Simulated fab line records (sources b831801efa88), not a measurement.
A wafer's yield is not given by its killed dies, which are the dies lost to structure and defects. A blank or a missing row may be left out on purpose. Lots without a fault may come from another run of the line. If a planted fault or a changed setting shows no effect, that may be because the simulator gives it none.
Struck lot and sound lot, side by side | flow sky130 | 37 out of 708 route steps
Sound: wafers L490.1, L490.5, L490.6. Wafers struck: L498.2, L498.3, L498.6. Last of all comes the cause.
Order at every step that has rows: each side's tool, ch and its chambers, its first start. Under that, the readings that differ: sound wafers | struck wafers | difference of the means | sigmas: that difference in standard deviations of wafers without a fault.
alike: readings whose means differ by less than 2 such deviations, and words and numbers that are the same on both sides. not compared: withheld readings, readings that some wafer has no value for, bounds like >300 that may hide the same value, and numbers for which the record gives no deviation and whose values overlap.
The two part at a step that has a row with sigmas, a row that says differs or no value, or rows on one side only. Numbers that have no deviation but don't overlap get no sigmas and don't part them. A reading that every wafer of one side lacks parts them only if that side has two wafers or more.

first, 10 steps without rows for these wafers: SKY_DNWELL_DEVELOP_06 (develop time 60 s); SKY_DNWELL_IMPLANT_07; SKY_DNWELL_STRIP_08 (strips in O2/N2); SKY_PWDE_DEHYDRATE_00 (time 60 s); SKY_PWDE_HMDS_01 (prime time 60 s); SKY_PWDE_COAT_02 (resist thk 3000 nm); SKY_PWDE_SOFTBAKE_03; SKY_PWDE_EXPOSE_04 (exposes mask PWDEM, target cd 840 nm); SKY_PWDE_PEB_05; SKY_PWDE_DEVELOP_06 (develop time 60 s).
SKY_PWDE_IMPLANT_08:
  sound on implanter-02 ch 0, day 3 22:02; struck on implanter-02 ch 0, day 6 10:14
reading                  | sound             | struck            | difference | sigmas
implantIonAmu            | 11 11 11          | 49 49 49          | +38        | 
model.implant.rpNm (nm)  | 433.1 433.1 433.1 | 110.9 110.9 110.9 | -322.2     | 
model.implant.drpNm (nm) | 97.97 97.97 97.97 | 46.43 46.43 46.43 | -51.54     | 
then, 1 step without rows for these wafers: SKY_PWDE_STRIP_09 (strips in O2/N2).
SKY_PWDE_TW_MEAS_10:
  sound on filmMetro-02, day 3 22:17; struck on filmMetro-02, day 6 10:28
reading | sound             | struck            | difference | sigmas
PWDE_TW | 370.0 370.5 371.5 | 708.2 709.8 710.2 | +338.7     | +99 or more
then, 22 steps without rows for these wafers: SKY_NWELL_DEHYDRATE_03 (time 60 s); SKY_NWELL_HMDS_04 (prime time 60 s); SKY_NWELL_COAT_05 (resist thk 3000 nm); SKY_NWELL_SOFTBAKE_06; SKY_NWELL_EXPOSE_07 (exposes mask NWM, target cd 840 nm); SKY_NWELL_PEB_08; SKY_NWELL_DEVELOP_09 (develop time 60 s); SKY_NWELL_IMPLANT_11; SKY_NWELL_IMPLANT_12; SKY_NWELL_IMPLANT_13; SKY_NWELL_STRIP_14 (strips in O2/N2); SKY_NWELL_DEHYDRATE_16 (time 60 s); SKY_NWELL_HMDS_17 (prime time 60 s); SKY_NWELL_COAT_18 (resist thk 3000 nm); SKY_NWELL_SOFTBAKE_19; SKY_NWELL_EXPOSE_20 (exposes mask NWM COMPLEMENT, target cd 840 nm); SKY_NWELL_PEB_21; SKY_NWELL_DEVELOP_22 (develop time 60 s); SKY_NWELL_IMPLANT_24; SKY_NWELL_STRIP_25 (strips in O2/N2); SKY_NWELL_CLEAN_27 (cleans in SC1/SC2, time 150 s); SKY_NWELL_RTA_28 (time 30 s).
SKY_NWELL_RS_MEAS_31: measures by four-point-probe.
  sound on filmMetro-02, day 5 07:45; struck on filmMetro-01, day 8 01:16
reading          | sound          | struck         | difference | sigmas
PWDE_RS (ohm/sq) | 5259 5250 5260 | 6089 6070 6065 | +818       | +43
-- the record jumps here: 40 days lie between the struck wafers' starts before and after (it left off in module NWELL and takes up again in module PAD_OPEN, whose first step shown is number 708 of the route) --
SKY_PAD_OPEN_PROBE_99:
  sound on prober-01, day 45 09:39; struck on prober-02, day 48 01:55
  alike: killed_at_M0_to_M3, killed_at_M4_up, killedAtContacts, killedAtFrontEnd, killedAtOther, killedDies, killedOpen, killedShort

WHERE THEY PART
Earliest at SKY_PWDE_TW_MEAS_10; latest, in this record, at SKY_NWELL_RS_MEAS_31. Later steps at which nothing parts them and some readings are alike: SKY_PAD_OPEN_PROBE_99.

WHY: what had been put in by the simulator
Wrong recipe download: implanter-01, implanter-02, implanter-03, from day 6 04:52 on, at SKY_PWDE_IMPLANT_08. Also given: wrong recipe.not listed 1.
